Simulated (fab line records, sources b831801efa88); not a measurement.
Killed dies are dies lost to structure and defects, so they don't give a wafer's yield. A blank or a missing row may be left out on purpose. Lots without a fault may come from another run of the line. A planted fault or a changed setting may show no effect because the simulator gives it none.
Chamber matching | flow sky130 | SKY_METAL3_ETCH_17 on rie_diel-03: 3 sister chambers
The step etches SiO2 in C4F8/O2/Ar, stops on TiN, time 3.9 s, target depth 15 nm. 3 wafers are shown with their chamber, then 6 later ones without.

WAFERS WITH THEIR CHAMBER
wafer  | chamber | oes_product_au (a.u.)
L218.2 | 3       | 0.754
L220.1 | 0       | 0.755
L220.3 | 2       | 0.750

WAFERS WITHOUT THEIR CHAMBER
wafer  | oes_product_au (a.u.)
L220.4 | 0.762
L233.2 | 0.749
L233.4 | 0.756
L233.6 | 0.760
L236.2 | 0.747
L236.5 | 0.746

WHICH CHAMBER EACH WENT THROUGH
wafer  | from the rows above          | in truth
L220.4 | can't be placed: 0 or 3 or 2 | 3
L233.2 | can't be placed: 2 or 3 or 0 | 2
L233.4 | can't be placed: 0 or 3 or 2 | 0
L233.6 | can't be placed: 0 or 3 or 2 | 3
L236.2 | can't be placed: 2 or 3 or 0 | 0
L236.5 | can't be placed: 2 or 3 or 0 | 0
Placed correctly: 0 of 6. Can't be placed from these rows: 6 (the true chamber is among the candidates in 6). Placed wrongly: 0.
How it was worked out, from the rows above alone: a wafer's distance from a chamber is the root of the sum, over the readings, of the square of ((its reading less the chamber's mean) divided by the reading's scatter). The wafer belongs to the nearest chamber; if the next one is less than 2 further off, it can't be placed. A chamber's mean is the mean of its shown wafers. The scatter: with one shown wafer a chamber, the root of the mean of the squares of how far each hidden wafer lies from its nearest shown one.
